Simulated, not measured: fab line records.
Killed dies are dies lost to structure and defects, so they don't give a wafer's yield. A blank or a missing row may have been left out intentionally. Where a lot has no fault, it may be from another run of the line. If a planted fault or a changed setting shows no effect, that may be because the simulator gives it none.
Chamber matching ; flow sky130 ; cmp-01 running SKY_LI_CONTACT_CMP_02: 4 sister chambers
The step polishes PSG. 4 wafers are shown with their chamber, then 7 later ones without.

## WAFERS, EACH WITH ITS CHAMBER
wafer;chamber;motorCurrentA (A)
L087.1;0;10.9
L087.4;1;12.2
L092.2;2;9.8
L092.3;3;13.3

## WAFERS MISSING THEIR CHAMBER
wafer;motorCurrentA (A)
L092.4;11.3
L094.3;9.6
L094.4;12.4
L094.6;12.3
L096.1;11.9
L096.4;10.7
L096.5;10.5

## WHICH CHAMBER EACH ONE RAN IN
wafer;from the rows above;in truth
L092.4;can't be placed: 0 or 1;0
L094.3;2;2
L094.4;1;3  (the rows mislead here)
L094.6;1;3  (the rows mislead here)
L096.1;1;1
L096.4;0;0
L096.5;can't be placed: 0 or 2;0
Placed correctly: 3 of 7. Unplaceable from these rows: 2, with the true chamber sitting among the candidates in 2. Placed wrongly: 2.
How it was worked out, from the rows above alone: a wafer's distance from a chamber is the root of the sum, over the readings, of the square of ((its reading less the chamber's mean) divided by the reading's scatter). The wafer belongs to the nearest chamber; if the next one is less than 2 further off, it can't be placed. A chamber's mean is the mean of its shown wafers. The scatter (one wafer shown for each chamber): square how far every hidden wafer sits from the nearest shown wafer, average those squares and take the square root.
